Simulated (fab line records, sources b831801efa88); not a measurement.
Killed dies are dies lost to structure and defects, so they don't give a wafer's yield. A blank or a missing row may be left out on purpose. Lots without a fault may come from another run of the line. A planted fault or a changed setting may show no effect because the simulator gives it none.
Chamber matching | flow sky130 | SKY_VIA1_ETCH_15 on rie_diel-03: 4 sister chambers
The step etches SiO2 in C4F8/O2/Ar, stops on TiN, target depth 351 nm, time 54 s. 4 wafers are shown with their chamber, then 7 later ones without.

WAFERS WITH THEIR CHAMBER
wafer  | chamber | oes_product_au (a.u.)
L077.6 | 0       | 0.975
L083.2 | 3       | 0.990
L084.1 | 2       | 0.980
L084.2 | 1       | 0.982

WAFERS WITHOUT THEIR CHAMBER
wafer  | oes_product_au (a.u.)
L084.4 | 0.987
L086.2 | 0.972
L086.4 | 0.973
L086.6 | 0.980
L089.1 | 0.980
L089.3 | 0.970
L089.4 | 0.976

WHICH CHAMBER EACH WENT THROUGH
wafer  | from the rows above          | in truth
L084.4 | can't be placed: 3 or 1 or 2 | 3
L086.2 | can't be placed: 0 or 2      | 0
L086.4 | can't be placed: 0 or 2      | 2
L086.6 | can't be placed: 2 or 1 or 0 | 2
L089.1 | can't be placed: 2 or 1 or 0 | 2
L089.3 | can't be placed: 0 or 2      | 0
L089.4 | can't be placed: 0 or 2 or 1 | 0
Placed correctly: 0 of 7. Can't be placed from these rows: 7 (the true chamber is among the candidates in 7). Placed wrongly: 0.
How it was worked out, from the rows above alone: a wafer's distance from a chamber is the root of the sum, over the readings, of the square of ((its reading less the chamber's mean) divided by the reading's scatter). The wafer belongs to the nearest chamber; if the next one is less than 2 further off, it can't be placed. A chamber's mean is the mean of its shown wafers. The scatter: with one shown wafer a chamber, the root of the mean of the squares of how far each hidden wafer lies from its nearest shown one.
